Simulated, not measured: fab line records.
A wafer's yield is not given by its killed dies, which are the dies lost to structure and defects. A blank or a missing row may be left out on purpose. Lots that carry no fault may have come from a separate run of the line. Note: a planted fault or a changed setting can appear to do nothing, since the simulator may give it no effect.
A single fault, viewed from 2 desks / flow gf180mcu / each desk holds nothing but its own numbers, with what lay behind them at the end

## THE METROLOGY DESK
What the gauges read for every lot (on any tool): the sampled wafers with a number, averaged. If a lot's mean is further than 4 standard deviations from the usual mean, the lot is out of limits and carries the mark OUT (the distance appears in the brackets).
Columns: A = cd_nm at GF_M5_CD_MEAS_07, usual 279.6 nm; B = M5_OVL at GF_M5_OVL_MEAS_08, usual 1 nm
lot=L563; first seen here=day 26 11:50; A=280.0; B=-3
lot=L564; first seen here=day 26 17:35; A=278.7; B=5
lot=L569; first seen here=day 28 10:34; A=280.7; B=7
lot=L570; first seen here=day 28 17:28; A=279.1; B=2
lot=L572; first seen here=day 29 03:54; A=280.6; B=-1
lot=L574; first seen here=day 29 22:41; A=279.9; B=-2
lot=L578; first seen here=day 31 00:56; A=278.6; B=5
lot=L580; first seen here=day 31 13:11; A=280.3; B=4
lot=L581; first seen here=day 31 15:52; A=277.1; B=-2
lot=L582; first seen here=day 32 00:41; A=282.2; B=1
lot=L583; first seen here=day 32 01:02; A=281.1; B=7
lot=L584; first seen here=day 32 10:24; A=279.9; B=-1
lot=L585; first seen here=day 32 15:40; A=279.8; B=5
lot=L586; first seen here=day 32 16:11; A=277.3; B=-5
This desk's finding: nothing out of limits on any of the 14 lots.

## AT THE TOOL OWNER'S DESK: rie_diel-04
The tool's own readings at GF_M5_ETCH_09 (etches Si3N4 in CF4/O2, target depth 52 nm, time 11.6 s): means of the sampled wafers that have a number, for each lot that ran on this tool. If a lot's mean is further than 4 standard deviations from the usual mean, the lot is out of limits and carries the mark OUT (the distance appears in the brackets).
Columns: A = drypump_motor_current_A at GF_M5_ETCH_09, usual 5.6 A; B = oes_product_au at GF_M5_ETCH_09, usual 1.003 a.u.; C = throttle_valve_pct at GF_M5_ETCH_09, usual 5.972 %
lot=L563; first seen here=day 26 11:59; A=5.6; B=1.004; C=5.968
lot=L564; first seen here=day 26 17:43; A=5.5; B=1.004; C=5.978
lot=L569; first seen here=day 28 10:40; A=5.3; B=0.996; C=5.967
lot=L572; first seen here=day 29 04:01; A=5.8; B=1.005; C=5.971
lot=L578; first seen here=day 31 01:04; A=5.2; B=1.102 (+12) OUT; C=6.004
lot=L581; first seen here=day 31 15:59; A=5.7; B=1.064 (+7.8) OUT; C=5.980
lot=L582; first seen here=day 32 00:50; A=5.6; B=1.066 (+8.0) OUT; C=5.995
This desk's finding: out of limits on L578, L581, L582; first on L578, day 31 01:04 (oes_product_au at GF_M5_ETCH_09). In limits: L563, L564, L569, L572.

## PUT TOGETHER
On L578, L581, L582, at day 31 01:04, an alarm was possible from the tool owner's desk.
From the metrology desk's view, nothing was out of limits.
The metrology desk holds a record of L578, L581, L582, inside its limits.
All the named lots went through GF_M5_ETCH_09 on rie_diel-04.

## WHAT THE SIMULATOR PUT IN
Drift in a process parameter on rie_diel-04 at GF_M5_ETCH_09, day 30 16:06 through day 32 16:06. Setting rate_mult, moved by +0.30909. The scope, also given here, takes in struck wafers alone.
Shown lots that were struck: L578, L581, L582.
Time in hours from fault onset to the first out-of-limits reading at each desk: the tool owner's desk, 9.
